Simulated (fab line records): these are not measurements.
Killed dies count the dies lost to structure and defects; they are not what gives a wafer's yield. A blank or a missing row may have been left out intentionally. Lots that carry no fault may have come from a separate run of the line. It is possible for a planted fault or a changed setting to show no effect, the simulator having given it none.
fab line records    flow sky130
[record] lots = 10  wafers = 29  last-day = 50
route steps=708 shown VIA3@595 VIA4@656 PASSIVATION@682
lots that met no fault: taken from a fault-free run of the same line
start-h: start of the lot's first displayed wafer, in hours after the record's first day    wait-h: hours since the lot's step before    " repeats the value in the row above    L1.1+2: several wafers, shown together as one row    - no value, or no start given    * or withheld: withheld    < > ~ a bound
route shown NAME@n: NAME is a module with steps in the file, n the number in the route of the first one    usual: mean and standard deviation over wafers with no fault    same: alike in all rows    chamber/n: place in a boat    sites: each site's reading    _std_site: the standard deviation of these    _edge_site: inner sites' mean taken away from outer sites' mean    radius-mm: for every site, how far away it sits from the centre of the wafer    mask NAME#n: copy n    behind: the last tool/chamber to shape the wafer    hold: why the lot went on hold/how many hours it stayed there/how the hold came to an end    device: names the non-switching transistor (n, p or np)    end of line: tests run on the same wafers once the route is complete    a step with no rows: only its recipe    killed: at the first sort, the dies lost to defects and structure; wafer yield is something else    map: a wafer's dies, marking killed ones x, the rest . and places with no die _
set.NAME: setting as actually run; set.NAME@STEP: the setting as run at that earlier step    model.NAME: the simulator's own value behind a step, which no gauge read
route steps across a sampled set of lots; one table per step, one row per wafer
services: the hour from which a tool's chamber was out of use, counted from the record's first day as start-h (under 0 if before that day), plus the number of hours and why
[[steps]]
[step SKY_VIA3_RS_MEAS_22]
[recipe] thk-meas-gauge = four-point-probe  reads = W_of_VIA3_CVD_21+TiN_of_VIA3_SPUTTER_20
[usual] VIA3_W_RS = 0.296/0.0035
lot.wafer  tool           chamber  start-h  wait-h  VIA3_W_RS[ohm/sq]
L278.3     film-metro-02  -        937.68   0.1     0.297
L278.4     "              -        "        "       0.289
L278.5     "              -        "        "       0.297
L280.1     film-metro-04  -        949.96   0.1     0.293
L280.2     "              -        "        "       0.293
L280.4     "              -        "        "       0.298
L281.1     film-metro-04  -        960.74   0.1     0.296
L281.2     "              -        "        "       0.296
L281.4     "              -        "        "       0.294
L283.1     film-metro-04  -        973.08   0.1     0.300
L283.2     "              -        "        "       0.298
L283.5     "              -        "        "       0.302
L284.2     film-metro-02  -        982.12   0.1     0.303
L284.3     "              -        "        "       0.296
L284.5     "              -        "        "       0.296
L288.2     film-metro-04  -        1008.91  0.1     0.297
L288.6     "              -        "        "       0.299
L289.2     film-metro-02  -        1012.49  0.1     0.295
L289.4     "              -        "        "       0.294
L289.5     "              -        "        "       0.295
L290.1     film-metro-04  -        1017.87  0.1     0.299
L290.3     "              -        "        "       0.297
L290.4     "              -        "        "       0.301
L299.2     film-metro-01  -        1074.41  0.1     0.293
L299.3     "              -        "        "       0.298
L299.6     "              -        "        "       0.298
L300.3     film-metro-01  -        1075.77  0.1     0.294
L300.4     "              -        "        "       0.301
L300.6     "              -        "        "       0.300
[step SKY_VIA4_SPUTTER_17]
[recipe] material = TiN  target-thk-nm = 20  chamber-pressure-pa = 5  power-w = 4000  time-s = 80
[usual] cathode-dc-power-W = 4000.0/0.7  throttle-valve-pct = 30.6/0.93
lot.wafer  tool            chamber  start-h  wait-h  cathode-dc-power-W  throttle-valve-pct
L278.3     pvd-sputter-02  -        1012.36  0.0     4001.0              32.3
L278.4     "               -        "        "       3999.9              31.2
L278.5     "               -        "        "       4000.1              30.1
L280.1     pvd-sputter-02  -        1024.79  0.0     4000.2              31.3
L280.2     "               -        "        "       3999.8              32.2
L280.4     "               -        "        "       4001.0              29.4
L281.1     pvd-sputter-02  -        1034.29  0.0     4002.0              30.0
L281.2     "               -        "        "       3999.5              29.8
L281.4     "               -        "        "       4001.1              32.3
L283.1     pvd-sputter-02  -        1044.65  0.0     3999.5              32.1
L283.2     "               -        "        "       4000.0              30.4
L283.5     "               -        "        "       3999.8              29.9
L284.2     pvd-sputter-04  -        1053.35  0.0     3998.6              30.5
L284.3     "               -        "        "       4000.8              30.7
L284.5     "               -        "        "       3999.5              30.4
L288.2     pvd-sputter-01  -        1079.88  0.0     4000.4              30.2
L288.6     "               -        "        "       4000.4              30.2
L289.2     pvd-sputter-02  -        1082.74  0.0     4000.0              30.4
L289.4     "               -        "        "       4000.0              29.7
L289.5     "               -        "        "       4000.1              30.1
L290.1     pvd-sputter-02  -        1086.44  0.0     3999.7              31.5
L290.3     "               -        "        "       3999.6              29.7
L290.4     "               -        "        "       3998.8              32.4
L299.2     pvd-sputter-02  -        1138.70  0.0     4000.4              31.3
L299.3     "               -        "        "       3999.5              32.2
L299.6     "               -        "        "       3999.9              31.6
L300.3     pvd-sputter-04  -        1139.35  0.0     4000.4              29.1
L300.4     "               -        "        "       4001.0              29.1
L300.6     "               -        "        "       4000.0              30.2
[step SKY_VIA4_CVD_18]
[recipe] material = W  target-thk-nm = 505  time-s = 152.14  temp-c = 400  pressure-torr = 40
[usual] heater-power-w = 908/90  susceptor-temp-C = 399.99/0.22
lot.wafer  tool      chamber  start-h  wait-h  heater-power-w  susceptor-temp-C
L278.3     cvd-w-01  1        1012.47  0.1     949             399.80
L278.4     "         0        "        "       843             399.70
L278.5     "         1        "        "       948             399.79
L280.1     cvd-w-02  0        1024.85  0.0     1039            400.02
L280.2     "         1        "        "       796             400.16
L280.4     "         0        "        "       1022            399.89
L281.1     cvd-w-01  1        1034.35  0.0     928             400.28
L281.2     "         0        "        "       827             400.05
L281.4     "         0        "        "       830             400.10
L283.1     cvd-w-01  1        1044.71  0.0     941             400.01
L283.2     "         0        "        "       858             399.90
L283.5     "         1        "        "       922             400.15
L284.2     cvd-w-02  0        1053.41  0.0     1047            400.09
L284.3     "         0        "        "       1040            400.06
L284.5     "         1        "        "       824             399.22
L288.2     cvd-w-01  0        1079.94  0.0     842             400.14
L288.6     "         0        "        "       845             400.13
L289.2     cvd-w-01  0        1082.80  0.0     838             399.99
L289.4     "         1        "        "       955             400.23
L289.5     "         0        "        "       834             399.78
L290.1     cvd-w-02  0        1086.50  0.0     1026            400.48
L290.3     "         0        "        "       1052            400.20
L290.4     "         1        "        "       819             399.80
L299.2     cvd-w-02  0        1138.76  0.0     1006            400.25
L299.3     "         0        "        "       1069            400.11
L299.6     "         0        "        "       1043            400.24
L300.3     cvd-w-02  0        1139.47  0.1     1061            400.09
L300.4     "         1        "        "       809             400.07
L300.6     "         0        "        "       1029            399.69
[step SKY_VIA4_RS_MEAS_19]
[recipe] thk-meas-gauge = four-point-probe  reads = W_of_VIA4_CVD_18+TiN_of_VIA4_SPUTTER_17
[usual] VIA4_W_RS = 0.2269/0.0023
lot.wafer  tool           chamber  start-h  wait-h  VIA4_W_RS[ohm/sq]
L278.3     film-metro-03  -        1012.61  0.1     0.2239
L278.4     "              -        "        "       0.2260
L278.5     "              -        "        "       0.2243
L280.1     film-metro-04  -        1025.00  0.1     0.2221
L280.2     "              -        "        "       0.2244
L280.4     "              -        "        "       0.2212
L281.1     film-metro-03  -        1034.50  0.1     0.2234
L281.2     "              -        "        "       0.2259
L281.4     "              -        "        "       0.2239
L283.1     film-metro-03  -        1044.86  0.1     0.2236
L283.2     "              -        "        "       0.2286
L283.5     "              -        "        "       0.2270
L284.2     film-metro-03  -        1053.58  0.1     0.2228
L284.3     "              -        "        "       0.2265
L284.5     "              -        "        "       0.2269
L288.2     film-metro-01  -        1080.11  0.1     0.5294
L288.6     "              -        "        "       0.5144
L289.2     film-metro-03  -        1082.97  0.1     0.4988
L289.4     "              -        "        "       0.4875
L289.5     "              -        "        "       0.5176
L290.1     film-metro-03  -        1086.65  0.1     0.2306
L290.3     "              -        "        "       0.2271
L290.4     "              -        "        "       0.2280
L299.2     film-metro-01  -        1138.93  0.1     0.2266
L299.3     "              -        "        "       0.2278
L299.6     "              -        "        "       0.2242
L300.3     film-metro-04  -        1139.61  0.1     0.2312
L300.4     "              -        "        "       0.2295
L300.6     "              -        "        "       0.2294
[step SKY_VIA4_THK_MEAS_20]
[recipe] thk-meas-gauge = xrf  reads = W_of_VIA4_CVD_18
[usual] VIA4_W_THK = 517/7.1
lot.wafer  tool           chamber  start-h  wait-h  VIA4_W_THK[nm]
L278.3     film-metro-03  -        1012.71  0.1     526
L278.4     "              -        "        "       522
L278.5     "              -        "        "       525
L280.1     film-metro-04  -        1025.12  0.1     530
L280.2     "              -        "        "       524
L280.4     "              -        "        "       533
L281.1     film-metro-03  -        1034.62  0.1     524
L281.2     "              -        "        "       513
L281.4     "              -        "        "       516
L283.1     film-metro-03  -        1044.98  0.1     517
L283.2     "              -        "        "       507
L283.5     "              -        "        "       514
L284.2     film-metro-03  -        1053.69  0.1     524
L284.3     "              -        "        "       515
L284.5     "              -        "        "       510
L288.2     film-metro-01  -        1080.22  0.1     224
L288.6     "              -        "        "       231
L289.2     film-metro-03  -        1083.08  0.1     234
L289.4     "              -        "        "       237
L289.5     "              -        "        "       227
L290.1     film-metro-03  -        1086.77  0.1     501
L290.3     "              -        "        "       512
L290.4     "              -        "        "       512
L299.2     film-metro-01  -        1139.04  0.1     518
L299.3     "              -        "        "       515
L299.6     "              -        "        "       520
L300.3     film-metro-04  -        1139.71  0.1     508
L300.4     "              -        "        "       511
L300.6     "              -        "        "       508
[step SKY_VIA4_CMP_21]
[recipe] stop-on = SiO2  t-overpolish-s = 25  down-force-psi = 3.5  platen-rpm = 60  target-thk-nm = 0  pad-velocity-m-s = 0.94248
[usual] motor-current-A = 10.8/1  time-to-endpoint-s = 122/4
lot.wafer  tool    chamber  start-h  wait-h  motor-current-A  time-to-endpoint-s
L278.4     cmp-01  0        1012.85  0.1     10.4             127
L278.3     "       1        "        "       11.9             124
L278.5     "       3        "        "       9.8              127
L280.4     cmp-01  0        1025.18  0.0     11.0             128
L280.2     "       1        "        "       10.8             126
L280.1     "       3        "        "       9.8              132
L281.4     cmp-01  0        1034.68  0.0     10.7             122
L281.1     "       1        "        "       11.1             125
L281.2     "       3        "        "       10.2             128
L283.2     cmp-01  2        1045.09  0.1     10.0             120
L283.1     "       3        "        "       10.1             120
L283.5     "       2        "        "       10.2             119
L284.3     cmp-02  0        1053.79  0.1     9.6              118
L284.2     "       1        "        "       12.3             124
L284.5     "       0        "        "       9.7              122
L288.2     cmp-01  3        1080.58  0.3     10.0             51
L288.6     "       1        "        "       10.5             54
L289.4     cmp-01  3        1083.77  0.7     9.1              59
L289.2     "       0        "        "       10.9             55
L289.5     "       3        "        "       9.9              53
L290.4     cmp-01  3        1086.88  0.1     9.9              123
L290.1     "       0        "        "       10.8             118
L290.3     "       1        "        "       10.9             123
L299.2     cmp-01  0        1139.09  0.0     10.5             126
L299.3     "       3        "        "       9.7              125
L299.6     "       1        "        "       11.1             125
L300.4     cmp-02  2        1139.92  0.2     10.2             120
L300.3     "       3        "        "       13.4             118
L300.6     "       2        "        "       10.3             117
[step SKY_PASSIVATION_THK_MEAS_01]
[recipe] reads = SiO2_of_PASSIVATION_CVD_00
[usual] PASSIVATION_CVD_00_THK = 89.9/1.1
lot.wafer  tool           chamber  start-h  wait-h  PASSIVATION_CVD_00_THK[nm]
L278.3     film-metro-01  -        1036.28  -       88.8
L278.4     "              -        "        "       91.5
L278.5     "              -        "        "       90.9
L280.1     film-metro-02  -        1049.10  -       88.1
L280.2     "              -        "        "       90.4
L280.4     "              -        "        "       91.7
L281.1     film-metro-04  -        1058.45  -       90.4
L281.2     "              -        "        "       88.4
L281.4     "              -        "        "       91.1
L283.1     film-metro-04  -        1068.46  -       88.9
L283.2     "              -        "        "       91.8
L283.5     "              -        "        "       91.9
L284.2     film-metro-02  -        1076.06  -       89.9
L284.3     "              -        "        "       90.5
L284.5     "              -        "        "       91.9
L288.2     film-metro-01  -        1102.35  -       90.3
L288.6     "              -        "        "       89.8
L289.2     film-metro-04  -        1105.64  -       87.1
L289.4     "              -        "        "       89.5
L289.5     "              -        "        "       89.3
L290.1     film-metro-02  -        1108.74  -       89.5
L290.3     "              -        "        "       89.0
L290.4     "              -        "        "       92.3
L299.2     film-metro-02  -        1158.31  -       89.6
L299.3     "              -        "        "       88.4
L299.6     "              -        "        "       92.5
L300.3     film-metro-04  -        1159.79  -       88.3
L300.4     "              -        "        "       90.7
L300.6     "              -        "        "       91.5
[[services]]
tool            chamber  start-h  hours  kind
cvd-w-02        1        995.65   2.1    repair
pvd-sputter-04  1        996.09   -      consumable-replace:kit
pvd-sputter-04  1        996.09   18.0   scheduled-down
pvd-sputter-04  1        996.09   18.0   vent-cycle
pvd-sputter-01  -        1007.28  4.8    repair
pvd-sputter-04  -        1020.97  0.5    repair
cmp-01          -        1025.89  2.0    repair
cmp-02          -        1035.86  3.5    repair
cvd-w-01        -        1036.44  6.9    pm
cmp-01          -        1061.11  0.5    repair
cmp-02          -        1061.79  0.3    repair
cmp-02          -        1077.93  11.9   pm
pvd-sputter-01  -        1096.99  7.6    repair
cmp-02          -        1100.56  1.7    repair
pvd-sputter-02  0        1122.05  -      consumable-replace:kit
pvd-sputter-02  0        1122.05  18.0   scheduled-down
pvd-sputter-02  0        1122.05  18.0   vent-cycle
cvd-w-01        -        1122.75  1.9    repair
cmp-02          -        1126.99  6.2    pm
pvd-sputter-04  0        1134.26  -      consumable-replace:kit
pvd-sputter-04  0        1134.26  18.0   scheduled-down
pvd-sputter-04  0        1134.26  18.0   vent-cycle
[[key]]
[first-sign] step = SKY_VIA4_RS_MEAS_19  reading = VIA4_W_RS  direction = up  sigmas = 99+  usual = 0.2269  struck = 0.5095
[effect] step = SKY_VIA4_THK_MEAS_20  reading = VIA4_W_THK  direction = down  sigmas = 40  usual = 517  struck = 230
[effect] step = SKY_VIA4_CMP_21  reading = time-to-endpoint-s  direction = down  sigmas = 17  usual = *  struck = *
met-at SKY_VIA4_CVD_18
struck-lots L288,L289
not-acting-at SKY_VIA3_RS_MEAS_22,SKY_VIA4_SPUTTER_17,SKY_PASSIVATION_THK_MEAS_01
onset-between 1044.71 1079.94
[fault] kind = process-parameter-drift  tool = cvd-w-01  chamber = -  onset-h = 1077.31  steps = SKY_VIA4_CVD_18  channel = target-thk-nm  offset = -281.7  shape = step  end-h = 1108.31  acts-in = these-recipes-only  stated = 505
